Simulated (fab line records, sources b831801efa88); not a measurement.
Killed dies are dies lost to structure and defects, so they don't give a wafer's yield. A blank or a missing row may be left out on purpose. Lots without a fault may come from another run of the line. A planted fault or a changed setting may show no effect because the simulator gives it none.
fab line records | flow sfq_line
record lots=6 wafers=18 last_day=87
route steps=325 shown M2@102 I2@103
lots that met no fault: from a run of the same line without faults
start_h: hours from the record's first day to the start of the lot's first wafer shown | wait_h: hours since the lot's step before | " the same as in the row above | L1.1+2: a row that stands for several wafers | - no value, or no start given | * or withheld: withheld | < > ~ a bound
route shown NAME@n: a module of which the file shows steps, and the number in the route of the first | usual: mean/standard deviation of fault-free wafers | same: alike in all rows | chamber/n: place in a boat | sites: the reading at each site | _std_site: their standard deviation | _edge_site: outer sites' mean less inner sites' | radius_mm: how far each site lies from the wafer's centre | mask NAME#n: copy n | behind: the tool/chamber that last shaped the wafer | hold: why the lot was held/for how many hours/how that ended | device: the transistor (n, p or np) that didn't switch | end of line: the same wafers' tests at the end of the route | a step without rows: its recipe alone | killed: dies lost to structure and defects at the first sort, not the wafer's yield | map: a wafer's dies, x killed, . not, _ none there
set.NAME: the setting as run; set.NAME@STEP: as run at that earlier step | model.NAME: the simulator's own value behind a step, which no gauge read
lots at some steps of the route; a table a step, a row a wafer
services: from which hour (start_h, from the record's first day; less than 0 if before it) a tool's chamber was out of use, for how many hours, and why
## steps
# step SFQ_TRILAYER_M2_STRIP_SOLV_CLEAN_062
# recipe chemistry=NMP temp_c=70 time_s=600
# step SFQ_TRILAYER_I2_DEP_PECVD_063
# recipe material=SiO2 temp_c=150 time_s=111.11 pressure_torr=2.4 rf_w=183.3 precursor=SiH4/N2O target_thk_nm=500
# usual heater_power_w=82/10 throttle_valve_pct=25.7/1.4
# columns lot.wafer tool chamber start_h wait_h heater_power_w throttle_valve_pct
L646.2 pecvd-04 1 725.73 0.0 89 24.7
L646.3 " 2 " " 72 25.1
L646.4 " 1 " " 95 24.5
L653.1 pecvd-02 1 793.77 0.0 76 25.4
L653.3 " 2 " " 100 25.7
L653.5 " 0 " " 86 26.9
L662.2 pecvd-02 2 858.40 0.0 91 25.8
L662.5 " 2 " " 93 25.8
L662.6 " 0 " " 94 27.0
L664.1 pecvd-04 0 874.94 0.0 79 24.3
L664.4 " 0 " " 85 24.0
L664.5 " 1 " " 79 25.3
L666.1 pecvd-04 2 908.54 0.0 72 25.6
L666.5 " 0 " " 94 24.4
L666.6 " 2 " " 59 25.6
L668.2 pecvd-02 2 915.74 0.0 84 25.3
L668.4 " 1 " " 76 25.2
L668.5 " 2 " " 86 26.0
# step SFQ_TRILAYER_I2_CMP_CMP_064
# recipe material=SiO2 down_force_psi=3 platen_rpm=60 pad_velocity_m_s=0.94248
# usual edge_zone_pressure_frac=1.000/0.0047 head_pressure_psi=3.000/0.0073 motor_current_A=9.9/1.6 time_to_endpoint_s=221/7.5
# columns lot.wafer tool chamber start_h wait_h edge_zone_pressure_frac head_pressure_psi motor_current_A time_to_endpoint_s
L646.4 cmp-01 2 725.80 0.0 0.997 3.001 8.4 226
L646.3 " 3 " " 0.990 3.009 13.8 214
L646.2 " 1 727.30 1.5 1.001 2.994 10.0 219
L653.3 cmp-01 0 812.94 19.1 0.988 3.006 8.7 224
L653.1 " 1 " " 1.002 2.998 10.1 217
L653.5 " 0 814.94 21.1 0.996 3.010 8.2 222
L662.2 cmp-02 1 866.24 7.8 1.005 3.005 11.4 218
L662.6 " 0 867.74 9.3 1.001 3.004 9.6 223
L662.5 " 1 " " 1.002 2.995 11.0 231
L664.4 cmp-02 0 889.74 14.7 0.993 3.002 10.5 219
L664.1 " 2 890.74 15.8 1.001 2.992 9.3 214
L664.5 " 1 892.24 17.2 1.000 3.002 11.5 214
L666.1 cmp-01 3 909.12 0.5 1.004 2.996 12.0 221
L666.6 " 2 910.62 2.0 0.998 2.998 8.3 218
L666.5 " 3 " " 1.005 2.999 12.7 228
L668.2 cmp-02 3 915.82 0.0 1.000 2.995 9.6 231
L668.4 " 1 916.82 1.0 1.000 3.012 10.9 233
L668.5 " 3 917.82 2.0 1.003 2.997 8.7 235
# step SFQ_I2_BOW_MEAS_917
# recipe mode=bow
# usual I2_BOW=1/9.2
# columns lot.wafer tool chamber start_h wait_h I2_BOW[um]
L646.2 film_metro-01 - 728.82 1.0 -10
L646.3 " - " " 1
L646.4 " - " " -13
L653.1 film_metro-03 - 815.44 1.5 10
L653.3 " - " " -8
L653.5 " - " " -2
L662.2 film_metro-03 - 868.76 2.0 -8
L662.5 " - " " 2
L662.6 " - " " 4
L664.1 film_metro-04 - 892.74 1.5 2
L664.4 " - " " 1
L664.5 " - " " 10
L666.1 film_metro-03 - 911.62 2.0 2
L666.5 " - " " -7
L666.6 " - " " -5
L668.2 film_metro-03 - 918.84 2.5 17
L668.4 " - " " 20
L668.5 " - " " 19
# step SFQ_TRILAYER_I2_METRO_MEASURE_065
# usual thk_nm=200.7/0.93
# columns lot.wafer tool chamber start_h wait_h thk_nm
L646.2 film_metro-01 - 729.12 0.3 199.2
L646.3 " - " " 200.9
L646.4 " - " " 199.1
L653.1 film_metro-03 - 815.56 0.1 200.7
L653.3 " - " " 199.5
L653.5 " - " " 200.0
L662.2 film_metro-03 - 869.06 0.3 200.7
L662.5 " - " " 200.4
L662.6 " - " " 200.4
L664.1 film_metro-04 - 892.86 0.1 200.6
L664.4 " - " " 199.9
L664.5 " - " " 200.1
L666.1 film_metro-03 - 911.74 0.1 202.3
L666.5 " - " " 202.0
L666.6 " - " " 201.4
L668.2 film_metro-03 - 919.14 0.3 200.3
L668.4 " - " " 201.0
L668.5 " - " " 200.8
# step SFQ_TRILAYER_I2_VIA_LITHO_COAT_072
# recipe resist=BARC spin_rpm=3000 resist_thk_nm=62
# step SFQ_TRILAYER_I2_VIA_LITHO_COAT_067
# recipe resist=KrF spin_rpm=3000 resist_thk_nm=650
# step SFQ_TRILAYER_I2_VIA_LITHO_SOFTBAKE_071
# recipe temp_c=withheld time_s=withheld resist=KrF
# step SFQ_TRILAYER_I2_VIA_LITHO_EXPOSE_068
# recipe mask_id=I2 na=0.6 source_shape=conventional sigma_outer=0.65 target_cd_nm=500 dose_mj=21.3
# step SFQ_TRILAYER_I2_VIA_LITHO_PEB_070
# recipe peb_temp_c=115 peb_time_s=60 resist=KrF
# step SFQ_TRILAYER_I2_VIA_LITHO_DEVELOP_069
# recipe time_s=60 resist=KrF
# step SFQ_I2_OVL_MEAS_918
# usual I2_OVL=-1/5.7
# columns lot.wafer tool chamber start_h wait_h I2_OVL[nm]
L646.2 overlay-02 - 876.35 0.1 -3
L646.3 " - " " -5
L646.4 " - " " -5
L653.1 overlay-02 - 954.35 0.1 0
L653.3 " - " " -1
L653.5 " - " " 0
L662.2 overlay-01 - 1000.99 0.1 -5
L662.5 " - " " 0
L662.6 " - " " -2
L664.1 overlay-01 - 1023.78 0.1 -2
L664.4 " - " " 5
L664.5 " - " " 5
L666.1 overlay-01 - 1050.31 0.1 -12
L666.5 " - " " -5
L666.6 " - " " -7
L668.2 overlay-02 - 1056.32 0.1 -5
L668.4 " - " " -3
L668.5 " - " " 0
# step SFQ_TRILAYER_I2_VIA_BARC_OPEN_VIA_ETCH_096
# recipe mask_material=PR chemistry=O2 target_depth_nm=125 target=BARC source_w=500 bias_w=80 pressure_mtorr=30 time_s=41.7
# usual drypump_motor_current_A=5.8/0.42 oes_product_au=0.684/0.0045 run_length_s=70.0/0.46
# columns lot.wafer tool chamber start_h wait_h drypump_motor_current_A oes_product_au rf_hours_counter_h run_length_s model.KrF_of_TRILAYER_I2_VIA_LITHO_COAT_067.thk_nm
L646.2 rie_diel-03 1 876.38 0.0 5.2 0.686 10 69.1 574.4
L646.3 " 2 " " 6.7 0.686 11 69.6 568.4
L646.4 " 0 " " 6.1 0.686 11 70.6 570.4
L653.1 rie_diel-01 3 954.38 0.0 5.2 0.679 11 70.1 573.7
L653.3 " 1 " " 5.9 0.683 15 70.1 573.7
L653.5 " 1 " " 5.9 0.690 - 69.8 573.1
L662.2 rie_diel-01 2 1001.02 0.0 6.0 0.687 16 69.8 571.8
L662.5 " 1 " " 5.9 0.649 - 75.4 563.7
L662.6 " 0 " " 5.8 0.678 - 70.1 568.7
L664.1 rie_diel-01 1 1023.82 0.0 5.9 0.649 17 75.4 565.3
L664.4 " 3 " " 5.2 0.680 13 70.6 571.4
L664.5 " 0 " " 5.8 0.679 - 70.3 568.8
L666.1 rie_diel-04 2 1050.35 0.0 5.6 0.685 7 70.0 569.9
L666.5 " 2 " " 5.6 0.684 - 70.0 571.1
L666.6 " 1 " " 6.0 0.683 - 70.5 572.8
L668.2 rie_diel-04 0 1056.35 0.0 5.3 0.676 10 69.8 571
L668.4 " 2 " " 5.6 0.682 7 70.0 568.8
L668.5 " 3 " " 5.4 0.679 - 70.3 570.4
# step SFQ_TRILAYER_I2_VIA_ETCH_VIA_ETCH_070
# recipe target=SiO2 stop_on=Nb mask_material=PR taper_deg=20 chemistry=CHF3 target_depth_nm=260 source_w=500 bias_w=80 pressure_mtorr=30 time_s=withheld
# usual drypump_motor_current_A=5.7/0.42 oes_product_au=0.856/0.005
# columns lot.wafer tool chamber start_h wait_h drypump_motor_current_A oes_product_au model.KrF_of_TRILAYER_I2_VIA_LITHO_COAT_067.thk_nm
L646.2 rie_diel-03 1 876.42 0.0 5.3 0.854 530.8
L646.3 " 2 " " 6.7 0.860 522.1
L646.4 " 0 " " 6.1 0.845 525.9
L653.1 rie_diel-01 3 954.42 0.0 5.2 0.859 528.8
L653.3 " 1 " " 5.8 0.863 530.3
L653.5 " 1 " " 5.8 0.857 529.9
L662.2 rie_diel-01 2 1001.06 0.0 6.0 0.861 527.3
L662.5 " 1 " " 5.8 0.856 519.7
L662.6 " 0 " " 5.8 0.856 521.7
L664.1 rie_diel-01 1 1023.86 0.0 5.9 0.860 521.2
L664.4 " 3 " " 5.2 0.852 526.3
L664.5 " 0 " " 5.8 0.858 522.2
L666.1 rie_diel-04 2 1050.39 0.0 5.6 0.857 524.9
L666.5 " 2 " " 5.6 0.861 526.1
L666.6 " 1 " " 6.0 0.855 527.8
L668.2 rie_diel-04 0 1056.39 0.0 5.3 0.854 526.2
L668.4 " 2 " " 5.6 0.856 523.8
L668.5 " 3 " " 5.4 0.859 525.4
# step SFQ_TRILAYER_I2_VIA_STRIP_STRIP_071
# recipe gas=O2 power_w=200 platen_temp_c=40 overash_fraction=0.65 chemistry=O2 pressure_mtorr=50
# usual drypump_motor_current_A=5.9/0.35 oes_product_au=1.003/0.012
# columns lot.wafer tool chamber start_h wait_h drypump_motor_current_A oes_product_au rf_hours_counter_h
L646.2 rie_metal-01 0 876.54 - 6.1 0.996 68
L646.3 " 1 " " 6.3 0.999 -
L646.4 " 0 " " 6.1 1.009 -
L653.1 rie_metal-01 1 954.54 - 6.3 1.018 123
L653.3 " 0 " " 6.1 1.016 -
L653.5 " 0 " " 6.1 1.016 -
L662.2 rie_metal-02 1 1001.17 - 5.7 0.972 61
L662.5 " 1 " " 5.8 0.977 -
L662.6 " 0 " " 5.6 0.998 -
L664.1 rie_metal-02 0 1023.97 - 5.7 0.997 7
L664.4 " 0 " " 5.6 1.011 -
L664.5 " 1 " " 5.7 0.968 -
L666.1 rie_metal-02 1 1050.50 - 5.8 0.981 67
L666.5 " 0 " " 5.6 1.014 -
L666.6 " 1 " " 5.7 0.981 -
L668.2 rie_metal-01 1 1056.50 - 6.3 1.002 137
L668.4 " 0 " " 6.1 1.010 -
L668.5 " 1 " " 6.3 0.996 -
## services
# columns tool chamber start_h hours kind
cmp-01 - 703.37 4.7 repair
pecvd-02 1 703.54 19.9 repair
cmp-01 - 721.87 0.6 repair
pecvd-04 2 723.30 2.3 repair
rie_diel-01 2 727.50 11.3 repair
rie_diel-01 - 744.76 0.7 repair
film_metro-03 - 748.68 1.2 pm
pecvd-02 - 752.11 0.3 repair
cmp-02 - 753.58 4.0 pm
film_metro-03 - 773.67 0.9 pm
cmp-02 - 774.52 2.4 repair
rie_diel-01 2 775.77 6.1 repair
cmp-02 - 777.44 5.8 repair
film_metro-03 - 812.52 1.9 pm
rie_diel-04 2 852.95 5.7 repair
film_metro-03 - 892.34 1.5 repair
rie_diel-01 2 900.63 6.4 repair
rie_diel-01 0 916.71 8.1 repair
rie_diel-04 0 923.34 4.5 repair
rie_diel-01 3 931.64 2.5 repair
rie_diel-04 3 988.01 1.3 repair
film_metro-03 - 993.68 0.4 pm
rie_diel-04 0 1014.73 5.4 repair
film_metro-03 - 1018.82 0.5 pm
## key
first_sign step=SFQ_TRILAYER_I2_VIA_BARC_OPEN_VIA_ETCH_096 reading=run_length_s direction=up sigmas=12 usual=* struck=*
effect step=SFQ_TRILAYER_I2_VIA_BARC_OPEN_VIA_ETCH_096 reading=oes_product_au direction=down sigmas=7.7 usual=0.684 struck=0.649
model_effect step=SFQ_TRILAYER_I2_VIA_BARC_OPEN_VIA_ETCH_096 value=KrF_of_TRILAYER_I2_VIA_LITHO_COAT_067.thk_nm without=571.2 struck=564.5
model_effect step=SFQ_TRILAYER_I2_VIA_ETCH_VIA_ETCH_070 value=KrF_of_TRILAYER_I2_VIA_LITHO_COAT_067.thk_nm without=527.1 struck=520.4
met_at SFQ_TRILAYER_I2_VIA_BARC_OPEN_VIA_ETCH_096
struck_wafers L662.5,L664.1
onset_between 954.38 1001.02
fault kind=process_parameter_drift tool=rie_diel-01 chamber=1 onset_h=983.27 steps=SFQ_TRILAYER_I2_VIA_BARC_OPEN_VIA_ETCH_096 channel=time_s offset=* shape=step end_h=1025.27 acts_in=* stated=*
